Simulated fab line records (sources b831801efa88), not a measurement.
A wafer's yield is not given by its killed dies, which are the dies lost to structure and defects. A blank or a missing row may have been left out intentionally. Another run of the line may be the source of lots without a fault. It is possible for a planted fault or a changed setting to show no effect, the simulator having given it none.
Which tool is to blame? | flow sky130 | 14 lots, 42 wafers sampled, at 4 steps of a route of 708

== WHAT EACH GAUGE READ, for each wafer ==
Not one reading of a measure or inspect step in the record can be checked against a usual standard deviation.

== EACH LOT AND THE TOOL THAT RAN IT (in order: tool; ch and the chambers of the sampled wafers; start) ==
lot  | SKY_CAPM_SPUTTER_02          | SKY_CAPM_METAL_ETCH_13            | SKY_CAPM_STRIP_14                    | SKY_METAL3_EXPOSE_10
L963 | pvd-sputter-02, day 37 00:50 | rie-metal-04 ch 0,1, day 38 02:53 | plasma-asher-04 ch 0,1, day 38 02:59 | krf-scanner-01 ch 0, day 38 16:25
L964 | pvd-sputter-02, day 37 04:23 | rie-metal-01 ch 0,1, day 38 06:47 | plasma-asher-04 ch 0,1, day 38 06:52 | krf-scanner-02 ch 0, day 38 20:40
L965 | pvd-sputter-01, day 37 14:16 | rie-metal-01 ch 1, day 38 15:55   | plasma-asher-04 ch 0,1, day 38 15:59 | krf-scanner-02 ch 0, day 39 05:28
L967 | pvd-sputter-03, day 38 11:18 | rie-metal-01 ch 0,1, day 39 11:31 | plasma-asher-04 ch 0,1, day 39 11:35 | krf-scanner-02 ch 0, day 40 00:34
L966 | pvd-sputter-01, day 38 13:28 | rie-metal-03 ch 0,1, day 39 13:20 | plasma-asher-04 ch 0,1, day 39 13:25 | krf-scanner-01 ch 0, day 40 03:38
L969 | pvd-sputter-02, day 39 06:51 | rie-metal-01 ch 0,1, day 40 07:37 | plasma-asher-03 ch 0,1, day 40 07:43 | krf-scanner-01 ch 0, day 40 20:27
L976 | pvd-sputter-01, day 41 01:53 | rie-metal-01 ch 0,1, day 42 02:17 | plasma-asher-03 ch 0,1, day 42 02:22 | krf-scanner-02, day 42 14:31
L977 | pvd-sputter-01, day 41 13:06 | rie-metal-04 ch 0,1, day 42 13:44 | plasma-asher-04 ch 0,1, day 42 13:49 | krf-scanner-02, day 43 02:18
L980 | pvd-sputter-01, day 42 02:16 | rie-metal-03 ch 0,1, day 43 01:32 | plasma-asher-03 ch 0,1, day 43 01:37 | krf-scanner-02 ch 0, day 43 13:53
L981 | pvd-sputter-03, day 42 10:59 | rie-metal-04 ch 1, day 43 10:23   | plasma-asher-01 ch 0,1, day 43 10:28 | krf-scanner-02 ch 0, day 43 21:43
L982 | pvd-sputter-01, day 42 13:34 | rie-metal-01 ch 0,1, day 43 12:41 | plasma-asher-03 ch 0, day 43 12:46   | krf-scanner-02 ch 0, day 44 00:54
L983 | pvd-sputter-02, day 42 20:02 | rie-metal-04 ch 0,1, day 43 18:38 | plasma-asher-01 ch 0,1, day 43 18:43 | krf-scanner-01 ch 0, day 44 07:55
L984 | pvd-sputter-01, day 43 04:44 | rie-metal-01 ch 0,1, day 44 03:25 | plasma-asher-04 ch 0,1, day 44 03:29 | krf-scanner-02 ch 0, day 44 15:25
L985 | pvd-sputter-03, day 43 10:24 | rie-metal-01 ch 0,1, day 44 09:44 | plasma-asher-03 ch 0,1, day 44 09:49 | krf-scanner-02 ch 0, day 44 21:16
- SKY_CAPM_SPUTTER_02: material TiN, target thk 200 nm, time 166.7 s.
- SKY_CAPM_METAL_ETCH_13: etches TiN in Cl2/BCl3, stops on SiO2, target depth 220 nm, time 62.9 s.
- SKY_CAPM_STRIP_14: strips in O2/N2.
- SKY_METAL3_EXPOSE_10: exposes mask MM3, target cd 300 nm.

== AS READ BY THE TOOLS THEMSELVES (means over the sampled wafers that have a number; for cases with no such wafer, the mark the record gives instead) ==
SKY_CAPM_SPUTTER_02. Usual: throttle-valve-pct 29.7 %, standard deviation 1.3.
lot  | tool           | throttle-valve-pct (%) | flag
L963 | pvd-sputter-02 | 29.3                   |
L964 | pvd-sputter-02 | 30.2                   |
L965 | pvd-sputter-01 | 29.7                   |
L967 | pvd-sputter-03 | 29.5                   |
L966 | pvd-sputter-01 | 28.3                   |
L969 | pvd-sputter-02 | 29.4                   |
L976 | pvd-sputter-01 | 29.5                   |
L977 | pvd-sputter-01 | 28.8                   |
L980 | pvd-sputter-01 | 29.3                   |
L981 | pvd-sputter-03 | 30.2                   |
L982 | pvd-sputter-01 | 29.2                   |
L983 | pvd-sputter-02 | 30.1                   |
L984 | pvd-sputter-01 | 29.0                   |
L985 | pvd-sputter-03 | 30.0                   |

SKY_CAPM_METAL_ETCH_13. Usual: drypump-motor-current-A 5.89 A, standard deviation 0.23; oes-product-au 0.956 a.u., standard deviation 0.0072; throttle-valve-pct 21.891 %, standard deviation 0.01.
lot  | tool         | drypump-motor-current-A (A) | oes-product-au (a.u.) | throttle-valve-pct (%) | flag
L963 | rie-metal-04 | 6.14                        | 0.952                 | 21.906                 |
L964 | rie-metal-01 | 5.70                        | 0.950                 | 21.890                 |
L965 | rie-metal-01 | 5.63                        | 0.967                 | 21.890                 |
L967 | rie-metal-01 | 5.74                        | 0.950                 | 21.890                 |
L966 | rie-metal-03 | 6.15                        | 0.958                 | 21.882                 |
L969 | rie-metal-01 | 5.76                        | 0.949                 | 21.896                 |
L976 | rie-metal-01 | 5.77                        | 0.953                 | 21.890                 |
L977 | rie-metal-04 | 6.18                        | 0.957                 | 21.890                 |
L980 | rie-metal-03 | 6.13                        | 0.957                 | 21.898                 |
L981 | rie-metal-04 | 6.32                        | 0.939                 | 21.894                 |
L982 | rie-metal-01 | 5.74                        | 0.960                 | 21.896                 |
L983 | rie-metal-04 | 6.00                        | 0.960                 | 21.886                 |
L984 | rie-metal-01 | 5.70                        | 0.970                 | 21.881                 |
L985 | rie-metal-01 | 5.70                        | 0.958                 | 21.884                 |

SKY_CAPM_STRIP_14. Usual: drypump-motor-current-A 5.8 A, standard deviation 0.38; oes-product-au 0.711 a.u., standard deviation 0.0048; strip-time-to-endpoint-s 12.78 s, standard deviation 0.039.
lot  | tool            | drypump-motor-current-A (A) | oes-product-au (a.u.) | strip-time-to-endpoint-s (s) | flag
L963 | plasma-asher-04 | 5.4                         | 0.717                 | 12.80                        |
L964 | plasma-asher-04 | 5.6                         | 0.712                 | 12.79                        |
L965 | plasma-asher-04 | 5.4                         | 0.713                 | 12.72                        |
L967 | plasma-asher-04 | 5.6                         | 0.710                 | 12.82                        |
L966 | plasma-asher-04 | 5.4                         | 0.708                 | 12.76                        |
L969 | plasma-asher-03 | 6.0                         | 0.714                 | 12.80                        |
L976 | plasma-asher-03 | 6.0                         | 0.709                 | 12.74                        |
L977 | plasma-asher-04 | 5.5                         | 0.713                 | 12.80                        |
L980 | plasma-asher-03 | 6.0                         | 0.705                 | 12.77                        |
L981 | plasma-asher-01 | 5.6                         | 0.715                 | 12.79                        |
L982 | plasma-asher-03 | 6.0                         | 0.711                 | 12.71                        |
L983 | plasma-asher-01 | 5.9                         | 0.714                 | 12.82                        |
L984 | plasma-asher-04 | 5.4                         | 0.711                 | 12.77                        |
L985 | plasma-asher-03 | 6.0                         | 0.714                 | 12.80                        |

SKY_METAL3_EXPOSE_10. Usual: exposure-dose-mJ-cm2 27.997, standard deviation 0.029; focus-offset-nm 0.0 nm, standard deviation 0.53; stage-vel-mm-s 500.03 mm/s, standard deviation 0.23.
lot  | tool           | exposure-dose-mJ-cm2 | focus-offset-nm (nm) | stage-vel-mm-s (mm/s) | flag
L963 | krf-scanner-01 | 27.984               | -0.2                 | 500.23                |
L964 | krf-scanner-02 | 28.023               | -0.4                 | 500.42                |
L965 | krf-scanner-02 | 27.949               | 0.4                  | 499.58                |
L967 | krf-scanner-02 | 27.986               | -0.3                 | 500.06                |
L966 | krf-scanner-01 | 27.969               | 0.7                  | 499.99                |
L969 | krf-scanner-01 | 27.995               | -0.2                 | 500.02                |
L976 | krf-scanner-02 | -                    | -                    | -                     | OFF
L977 | krf-scanner-02 | -                    | -                    | -                     | OFF
L980 | krf-scanner-02 | 27.982               | 0.3                  | 499.98                |
L981 | krf-scanner-02 | 27.994               | -0.5                 | 500.16                |
L982 | krf-scanner-02 | 27.984               | 0.8                  | 500.04                |
L983 | krf-scanner-01 | 27.973               | 0.2                  | 500.16                |
L984 | krf-scanner-02 | 28.030               | -0.5                 | 500.13                |
L985 | krf-scanner-02 | 28.032               | -0.0                 | 500.07                |

== THE ANSWER, worked out from the rows above alone ==
Rule: lot off if the mean of its wafers having a number is beyond 3 standard deviations from the usual mean. Also off: a lot with no number at a reading for which 4 or more lots have one. All remaining lots with rows at the step are treated as sound. Order of review: gauges by route order, followed by the tools' own readings, for which a lot's mean as printed above is used. At the first step where some lot is off, the reading lying furthest off is the one used; lots without a number count as furthest.
Off: L976, L977, at SKY_METAL3_EXPOSE_10 (exposure-dose-mJ-cm2). Without a number there: L976, L977.
A tool fits if, at that step or a process step before it, it ran every lot that is off, and no sound lot after the first of them. Of those tried, none fits.

== WHAT WAS PUT IN BY THE SIMULATOR ==
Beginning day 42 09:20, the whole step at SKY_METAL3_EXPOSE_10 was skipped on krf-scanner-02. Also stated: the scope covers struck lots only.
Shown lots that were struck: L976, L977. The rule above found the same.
